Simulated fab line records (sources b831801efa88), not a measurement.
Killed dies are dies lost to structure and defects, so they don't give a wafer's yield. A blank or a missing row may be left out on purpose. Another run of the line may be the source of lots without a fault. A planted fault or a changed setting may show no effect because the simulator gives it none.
Chamber matching | flow sky130 | SKY_PASSIVATION_CVD_00 on pecvd-01: 3 sister chambers
The step deposits SiO2, target thk 90 nm. 20 wafers are shown with their chamber, then 10 later ones without.

WAFERS WITH THEIR CHAMBER
wafer  | chamber | heater-power-w (W)
L074.1 | 1       | 536
L074.2 | 0       | 601
L074.3 | 2       | 621
L074.4 | 1       | 552
L074.5 | 0       | 611
L074.6 | 2       | 637
L078.1 | 2       | 572
L078.4 | 2       | 581
L078.5 | 0       | 608
L079.1 | 0       | 598
L079.4 | 2       | 647
L079.5 | 0       | 609
L082.1 | 1       | 580
L082.3 | 2       | 657
L082.6 | 2       | 670
L083.1 | 0       | 533
L083.2 | 1       | 567
L083.6 | 1       | 566
L090.1 | 2       | 519
L090.3 | 1       | 608

SIGNATURES, as means of the wafers listed above
reading        | chamber 0 | chamber 1 | chamber 2 | scatter within a chamber
heater-power-w | 593.33    | 568.17    | 613.00    | 39.1
Rule: distance of a wafer from a chamber = root of the sum over the readings of ((wafer's reading minus chamber's mean) / reading's scatter) squared. The wafer belongs to the nearest chamber; if the next one is less than 2 further off, it can't be placed. The scatter is the square root of a quotient: the sum, over the shown wafers, of each reading's squared deviation from its chamber's mean, divided by wafers minus chambers.

WAFERS WITHOUT THEIR CHAMBER
wafer  | heater-power-w (W)
L090.6 | 517
L092.2 | 548
L092.3 | 653
L092.5 | 529
L096.1 | 571
L096.4 | 565
L096.5 | 601
L097.1 | 540
L097.4 | 546
L097.6 | 651

WHICH CHAMBER EACH ONE RAN IN
wafer  | from the rows above          | in truth
L090.6 | can't be placed: 1 or 0 or 2 | 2
L092.2 | can't be placed: 1 or 0 or 2 | 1
L092.3 | can't be placed: 2 or 0 or 1 | 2
L092.5 | can't be placed: 1 or 0 or 2 | 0
L096.1 | can't be placed: 1 or 0 or 2 | 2
L096.4 | can't be placed: 1 or 0 or 2 | 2
L096.5 | can't be placed: 0 or 2 or 1 | 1
L097.1 | can't be placed: 1 or 0 or 2 | 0
L097.4 | can't be placed: 1 or 0 or 2 | 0
L097.6 | can't be placed: 2 or 0 or 1 | 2
Correctly placed: 0 of 10. Cannot be placed on the basis of these rows: 10; the candidates contain the true chamber in 10. 0 placed wrongly.
